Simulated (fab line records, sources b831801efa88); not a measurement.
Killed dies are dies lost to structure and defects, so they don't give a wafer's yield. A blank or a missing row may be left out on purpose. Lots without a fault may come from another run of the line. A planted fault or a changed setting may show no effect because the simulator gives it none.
A struck lot beside a sound one | flow gf180mcu | 16 steps out of a route of 602
Sound: wafers L483.4, L483.5, L483.6. Struck: wafers L487.1, L487.4. The cause comes at the end.
At each step with rows: each side's tool, then ch and its chambers, then its first start. Under that, the readings that differ: sound wafers | struck wafers | difference of the means | sigmas: that difference in standard deviations of wafers without a fault.
alike: readings whose means differ by less than 2 such deviations, and words and numbers that are the same on both sides. not compared: withheld readings, readings that some wafer has no value for, bounds like >300 that may hide the same value, and numbers for which the record gives no deviation and whose values overlap.
The two part at a step that has a row with sigmas, a row that says differs or no value, or rows on one side only. Numbers that don't overlap but have no deviation are shown without sigmas and don't part them. A reading that every wafer of one side lacks parts them only if that side has two wafers or more.

first, 1 step without rows for these wafers: GF_STI_OXIDATION_01 (stabilise 600 s, purge 300 s, target thk 10 nm).
GF_STI_THK_MEAS_02:
  sound on film_metro-04, day 3 03:32; struck on film_metro-01, day 4 00:07
  alike: STI_OXIDATION_THK
then, 1 step without rows for these wafers: GF_STI_CVD_03 (deposits Si3N4 from DCS/NH3, target thk 207.16 nm, time 3551 s).
GF_STI_THK_MEAS_04:
  sound on film_metro-04, day 3 05:35; struck on film_metro-02, day 4 02:10
  alike: STI_CVD_03_THK
then, 7 steps without rows for these wafers: GF_STI_DEHYDRATE_05 (time 60 s); GF_STI_HMDS_06 (prime time 60 s); GF_STI_COAT_07 (resist thk 700 nm); GF_STI_SOFTBAKE_08 (time 60 s); GF_STI_EXPOSE_09 (exposes mask COMP, target cd 220 nm); GF_STI_PEB_10 (peb time 90 s); GF_STI_DEVELOP_11 (develop time 60 s).
GF_STI_CD_MEAS_12: target cd 220 nm.
  sound on cd_sem-01, day 3 18:27; struck on cd_sem-02, day 4 15:38
  alike: cd_nm
GF_STI_ETCH_13: etches the open film in CHF3/O2, stops on Si, target depth 282.31 nm, time 112.9 s.
  sound on rie_diel-01 ch 0,1,3, day 3 18:31; struck on rie_diel-01 ch 0,3, day 4 15:46
  reading                              | sound             | struck      | difference | sigmas
  oes_product_au (a.u.)                | 0.829 0.834 0.833 | 0.791 0.791 | -0.041     | -6
  run_length_s (s)                     | 141.8 140.9 141.8 | 153.7 152.3 | +11.5      | +26
  throttle_valve_pct (%)               | 8.802 8.814 8.813 | 8.791 8.785 | -0.022     | -2
  model.KrF_of_STI_COAT_07.thk_nm (nm) | 448.1 445.9 444   | 413.1 413.2 | -32.9      |
  alike: drypump_motor_current_A
  not compared: rf_hours_counter_h
GF_STI_ETCH_14: etches Si in HBr/Cl2/O2, target depth 360 nm, time 102.9 s.
  sound on rie_si-01 ch 0,1,2, day 3 18:38; struck on rie_si-02 ch 1,2, day 4 15:50
  reading                              | sound             | struck      | difference                   | sigmas
  rf_hours_counter_h (h)               | - - -             | 2 139       | no value on the sound wafers |
  model.KrF_of_STI_COAT_07.thk_nm (nm) | 326.1 325.3 324.8 | 293.9 294.1 | -31.4                        |
  alike: drypump_motor_current_A, he_backside_leak_sccm, oes_product_au, run_length_s, throttle_valve_pct
GF_STI_STRIP_15: strips in O2/N2.
  sound on plasma_asher-02 ch 0,1, day 3 18:42; struck on plasma_asher-02 ch 0, day 4 15:55
  reading                      | sound             | struck      | difference | sigmas
  oes_product_au (a.u.)        | 0.391 0.380 0.386 | 0.376 0.376 | -0.010     | -2
  strip_time_to_endpoint_s (s) | 3.79 3.79 3.77    | 3.46 3.45   | -0.33      | -8
  alike: drypump_motor_current_A, heater_power_w
  not compared: rf_hours_counter_h
then, 1 step without rows for these wafers: GF_STI_CLEAN_16 (cleans in dHF, time 25 s).

WHERE THEY PART
First at GF_STI_ETCH_13; last, within this record, at GF_STI_STRIP_15.

WHY: what the simulator had put in
Process parameter drift: rie_diel-01, from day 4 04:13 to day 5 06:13, at GF_STI_ETCH_13. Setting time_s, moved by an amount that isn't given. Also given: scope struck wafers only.
